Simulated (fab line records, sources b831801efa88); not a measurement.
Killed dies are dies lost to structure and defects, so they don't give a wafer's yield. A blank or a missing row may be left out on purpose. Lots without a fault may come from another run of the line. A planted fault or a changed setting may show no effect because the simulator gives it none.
Which tool did it? | flow gf180mcu | 12 lots, 36 wafers sampled, at 6 steps of a route of 602

WHAT THE GAUGES READ, wafer by wafer
GF_HV_LDD_TW_MEAS_11. Usual: HV_LDD_TW 2416, standard deviation 33.
lot  | measured     | on            | HV_LDD_TW      | flag
L791 | day 10 16:00 | film_metro-01 | 2377 2377 2378 |
L793 | day 11 06:41 | film_metro-04 | 2415 2417 2414 |
L796 | day 12 08:02 | film_metro-03 | 2452 2457 2448 |
L797 | day 12 07:46 | film_metro-03 | 2442 2452 2435 |
L798 | day 12 19:21 | film_metro-03 | 2443 2456 2434 |
L799 | day 12 20:35 | film_metro-04 | 2434 2430 2426 |
L804 | day 14 17:38 | film_metro-01 | 2359 2362 2358 |
L808 | day 15 19:43 | film_metro-04 | 2416 2401 2410 |
L809 | day 15 20:59 | film_metro-04 | 2412 2408 2409 |
L810 | day 16 05:47 | film_metro-04 | 2406 2404 2423 |
L811 | day 16 16:51 | film_metro-03 | 2425 2431 2427 |
L813 | day 17 02:17 | film_metro-01 | 2383 2373 2377 |

GF_PSD_RS_MEAS_14: measures by four-point-probe. Usual: NSD_RS 46.10 ohm/sq, standard deviation 0.077.
lot  | measured     | on            | NSD_RS (ohm/sq)   | flag
L791 | day 14 21:21 | film_metro-01 | 46.15 45.96 46.07 |
L793 | day 15 14:20 | film_metro-03 | 46.05 46.02 46.23 |
L796 | day 16 21:56 | film_metro-03 | 46.13 46.26 46.20 |
L797 | day 16 20:58 | film_metro-01 | 46.13 45.99 45.97 |
L798 | day 17 11:10 | film_metro-03 | 44.33 46.07 46.07 | OFF
L799 | day 17 13:44 | film_metro-02 | 44.47 44.54 44.48 | OFF
L804 | day 19 17:52 | film_metro-02 | 46.21 46.29 46.14 |
L808 | day 20 22:59 | film_metro-03 | 46.15 46.17 46.13 |
L809 | day 21 01:50 | film_metro-03 | 46.16 46.07 46.10 |
L810 | day 21 10:47 | film_metro-02 | 46.15 46.10 46.16 |
L811 | day 21 22:06 | film_metro-02 | 46.01 45.97 46.05 |
L813 | day 22 06:20 | film_metro-03 | 46.00 45.98 46.00 |

GF_PSD_RS_MEAS_15: measures by four-point-probe. Usual: PSD_RS 108.50 ohm/sq, standard deviation 0.24.
lot  | measured     | on            | PSD_RS (ohm/sq)      | flag
L791 | day 14 21:28 | film_metro-01 | 108.40 108.46 108.37 |
L793 | day 15 14:27 | film_metro-03 | 108.61 108.46 108.43 |
L796 | day 16 22:03 | film_metro-03 | 108.65 109.07 109.00 |
L797 | day 16 21:05 | film_metro-01 | 108.44 108.21 108.06 |
L798 | day 17 11:17 | film_metro-03 | 104.77 108.64 108.38 | OFF
L799 | day 17 13:51 | film_metro-02 | 104.42 104.34 104.14 | OFF
L804 | day 19 17:59 | film_metro-02 | 108.62 108.75 108.36 |
L808 | day 20 23:07 | film_metro-03 | 108.06 108.52 108.77 |
L809 | day 21 01:57 | film_metro-03 | 108.63 108.60 108.40 |
L810 | day 21 10:54 | film_metro-02 | 108.35 108.61 108.19 |
L811 | day 21 22:13 | film_metro-02 | 108.12 107.88 108.04 |
L813 | day 22 06:28 | film_metro-03 | 108.36 107.99 108.44 |

WHICH TOOL RAN EACH LOT (tool, then ch and the chambers of the sampled wafers, then the start)
lot  | GF_DUAL_GATE_STRIP_13                | GF_HV_LDD_RTA_52                 | GF_PSD_RTA_13
L791 | plasma_asher-02 ch 0,1, day 8 23:06  | rtp_anneal-01 ch 0, day 13 00:31 | rtp_anneal-01 ch 0, day 14 21:16
L793 | plasma_asher-01 ch 0, day 9 11:57    | rtp_anneal-01 ch 0, day 13 17:22 | rtp_anneal-01 ch 0, day 15 14:15
L796 | plasma_asher-04 ch 0,1, day 10 12:26 | rtp_anneal-01 ch 0, day 14 21:38 | rtp_anneal-01 ch 0, day 16 21:51
L797 | plasma_asher-04 ch 0,1, day 10 13:44 | rtp_anneal-01 ch 0, day 14 20:55 | rtp_anneal-01 ch 0, day 16 20:52
L798 | plasma_asher-02 ch 0,1, day 10 21:56 | rtp_anneal-01 ch 0, day 15 10:37 | rtp_anneal-01 ch 0, day 17 11:04
L799 | plasma_asher-02 ch 0, day 10 23:00   | rtp_anneal-01 ch 0, day 15 12:04 | rtp_anneal-01 ch 0, day 17 13:39
L804 | plasma_asher-04 ch 0, day 12 14:15   | rtp_anneal-01 ch 0, day 17 13:33 | rtp_anneal-02 ch 0, day 19 17:43
L808 | plasma_asher-01 ch 0,1, day 13 19:53 | rtp_anneal-02 ch 0, day 18 18:14 | rtp_anneal-01 ch 0, day 20 22:53
L809 | plasma_asher-02 ch 0,1, day 13 20:06 | rtp_anneal-02 ch 0, day 18 20:51 | rtp_anneal-01 ch 0, day 21 01:45
L810 | plasma_asher-02 ch 0,1, day 14 03:07 | rtp_anneal-02 ch 0, day 19 05:44 | rtp_anneal-01 ch 0, day 21 10:41
L811 | plasma_asher-02 ch 0,1, day 14 15:24 | rtp_anneal-01 ch 0, day 19 17:39 | rtp_anneal-01 ch 0, day 21 22:01
L813 | plasma_asher-01 ch 0,1, day 15 01:03 | rtp_anneal-01 ch 0, day 20 02:53 | rtp_anneal-01 ch 0, day 22 06:16
- GF_DUAL_GATE_STRIP_13: strips in O2/N2.
- GF_HV_LDD_RTA_52: time 10 s.
- GF_PSD_RTA_13: time 20 s.

WHAT THE TOOLS THEMSELVES READ (means of the sampled wafers that have a number; where no wafer has one, the mark that the record gives instead)
GF_DUAL_GATE_STRIP_13. Usual: drypump_motor_current_A 5.9 A, standard deviation 0.38; heater_power_w 348 W, standard deviation 28; oes_product_au 0.715 a.u., standard deviation 0.0043; strip_time_to_endpoint_s 12.62 s, standard deviation 0.039.
lot  | tool            | drypump_motor_current_A (A) | heater_power_w (W) | oes_product_au (a.u.) | strip_time_to_endpoint_s (s) | flag
L791 | plasma_asher-02 | 5.7                         | 337                | 0.718                 | 12.68                        |
L793 | plasma_asher-01 | 6.3                         | 351                | 0.716                 | 12.60                        |
L796 | plasma_asher-04 | 6.1                         | 377                | 0.715                 | 12.62                        |
L797 | plasma_asher-04 | 5.7                         | 347                | 0.713                 | 12.56                        |
L798 | plasma_asher-02 | 5.7                         | 358                | 0.712                 | 12.63                        |
L799 | plasma_asher-02 | 5.6                         | 371                | 0.712                 | 12.54                        |
L804 | plasma_asher-04 | 5.3                         | 337                | 0.713                 | 12.60                        |
L808 | plasma_asher-01 | 6.3                         | 343                | 0.715                 | 12.61                        |
L809 | plasma_asher-02 | 5.7                         | 355                | 0.717                 | 12.63                        |
L810 | plasma_asher-02 | 5.7                         | 337                | 0.713                 | 12.65                        |
L811 | plasma_asher-02 | 5.7                         | 357                | 0.719                 | 12.60                        |
L813 | plasma_asher-01 | 6.2                         | 342                | 0.710                 | 12.62                        |

GF_HV_LDD_RTA_52. Usual: lamp_power_pct 31.5 %, standard deviation 0.86; wafer_temp_C_max 1003.5, standard deviation 1.
lot  | tool          | lamp_power_pct (%) | wafer_temp_C_max | flag
L791 | rtp_anneal-01 | 31.1               | 1002.6           |
L793 | rtp_anneal-01 | 31.1               | 1003.1           |
L796 | rtp_anneal-01 | 31.1               | 1002.7           |
L797 | rtp_anneal-01 | 31.1               | 1003.7           |
L798 | rtp_anneal-01 | 31.1               | 1003.6           |
L799 | rtp_anneal-01 | 31.1               | 1003.2           |
L804 | rtp_anneal-01 | 31.1               | 1003.2           |
L808 | rtp_anneal-02 | 33.4               | 1004.7           |
L809 | rtp_anneal-02 | 33.4               | 1005.5           |
L810 | rtp_anneal-02 | 33.4               | 1005.3           |
L811 | rtp_anneal-01 | 31.1               | 1003.3           |
L813 | rtp_anneal-01 | 31.1               | 1003.7           |

GF_PSD_RTA_13. Usual: lamp_power_pct 32.8 %, standard deviation 0.97; run_length_s 48.7 s, standard deviation 0.63; wafer_temp_C_max 1028.7, standard deviation 1.
lot  | tool          | lamp_power_pct (%) | run_length_s (s) | wafer_temp_C_max | flag
L791 | rtp_anneal-01 | 32.3               | 48.6             | 1028.8           |
L793 | rtp_anneal-01 | 32.3               | 48.6             | 1028.6           |
L796 | rtp_anneal-01 | 32.3               | 48.4             | 1028.3           |
L797 | rtp_anneal-01 | 32.3               | 48.5             | 1028.3           |
L798 | rtp_anneal-01 | 32.3               | 51.2             | 1028.0           | OFF
L799 | rtp_anneal-01 | 32.3               | 56.6             | 1028.7           | OFF
L804 | rtp_anneal-02 | 34.7               | 50.9             | 1029.5           | OFF
L808 | rtp_anneal-01 | 32.2               | 48.5             | 1029.2           |
L809 | rtp_anneal-01 | 32.3               | 48.4             | 1028.0           |
L810 | rtp_anneal-01 | 32.3               | 48.6             | 1027.9           |
L811 | rtp_anneal-01 | 32.3               | 48.4             | 1027.9           |
L813 | rtp_anneal-01 | 32.3               | 48.6             | 1029.8           |

THE ANSWER, worked out from the rows above alone
Rule: a lot is off if the mean of its wafers that have a number lies more than 3 standard deviations from the usual mean. A lot without any number at a reading at which 4 lots or more have one is off too. The other lots that the step has rows for count as sound. The gauges are gone through in route order, then the tools' own readings, and for those a lot's mean is taken as printed above. The first step at which some lot is off is used, and at that step the reading that is off furthest; a lot without a number counts as furthest.
Off: L798, L799, at GF_PSD_RS_MEAS_14 (NSD_RS).
A tool fits if, at a process step before that reading, it ran every lot that is off, and no sound lot after the first of them. The gauges at GF_PSD_RS_MEAS_14 aren't tried: what is off there is off at GF_PSD_RTA_13 too, on other tools, and a gauge's error can't cause that. None of those tried fits.

WHAT THE SIMULATOR HAD PUT IN
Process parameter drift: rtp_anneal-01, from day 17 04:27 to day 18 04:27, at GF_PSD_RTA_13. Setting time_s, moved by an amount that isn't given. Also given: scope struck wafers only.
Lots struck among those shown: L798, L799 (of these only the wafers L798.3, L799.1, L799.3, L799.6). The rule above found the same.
